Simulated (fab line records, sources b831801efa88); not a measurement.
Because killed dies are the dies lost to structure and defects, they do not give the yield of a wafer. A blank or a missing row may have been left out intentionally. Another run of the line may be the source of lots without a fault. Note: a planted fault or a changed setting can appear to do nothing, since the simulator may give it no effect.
The same fault as seen by 2 desks | flow gf180mcu | each desk has only its own numbers; what lay behind them comes last

THE TOOL OWNER'S DESK: pecvd-02
The tool's own readings at GF_V4_CVD_02 (deposits SiO2 from TEOS, target thk 850 nm, time 94.851 s): means of the sampled wafers that have a number, for each lot that ran on this tool. Marked OUT: a lot whose mean sits more than 4 standard deviations from the usual mean, which makes it out of limits; the brackets give that distance.
Columns: A = heaterPowerW at GF_V4_CVD_02, usual 714 W
lot  | first seen here | A
L636 | day 26 04:16    | 753
L637 | day 26 16:24    | 743
L651 | day 30 18:17    | 703
This desk found nothing out of limits on any of the 3 lots.

AT THE METROLOGY DESK
What the gauges read for every lot (on any tool): the sampled wafers with a number, averaged. Marked OUT: a lot whose mean sits more than 4 standard deviations from the usual mean, which makes it out of limits; the brackets give that distance. 7 of its 9 readings are shown, namely those furthest out on some lot.
Columns: A = cdNm at GF_M4_CD_MEAS_14, usual 280.1 nm; B = V4_CVD_00_THK at GF_V4_THK_MEAS_01, usual 600 nm; C = V4_CVD_02_THK at GF_V4_THK_MEAS_03, usual 852 nm; D = V4_BOW at GF_V4_BOW_MEAS_05, usual 131 um; E = cdNm at GF_V4_CD_MEAS_14, usual 259.8 nm; F = V4_OVL at GF_V4_OVL_MEAS_15, usual 1 nm; G = V4_W_THK at GF_V4_THK_MEAS_25, usual 351 nm
lot  | first seen here | A     | B   | C   | D   | E     | F  | G
L636 | day 26 03:19    | 280.1 | 591 | 844 | 119 | 258.6 | -2 | 353
L637 | day 26 15:30    | 280.0 | 597 | 861 | 128 | 260.9 | 6  | 353
L645 | day 29 05:59    | 282.7 | 601 | 852 | 123 | 260.3 | -7 | 349
L647 | day 30 00:32    | 279.3 | 598 | 841 | 130 | 258.5 | 3  | 350
L650 | day 30 14:55    | 280.2 | 602 | 858 | 126 | 260.2 | -4 | 348
L651 | day 30 17:19    | 279.3 | 606 | 851 | 127 | 260.1 | 5  | 345
This desk found nothing out of limits on any of the 6 lots.

BROUGHT TOGETHER
The desk of the tool owner found nothing out of limits.
Nothing out of limits was seen by the metrology desk.

WHAT THE SIMULATOR HAD PUT IN
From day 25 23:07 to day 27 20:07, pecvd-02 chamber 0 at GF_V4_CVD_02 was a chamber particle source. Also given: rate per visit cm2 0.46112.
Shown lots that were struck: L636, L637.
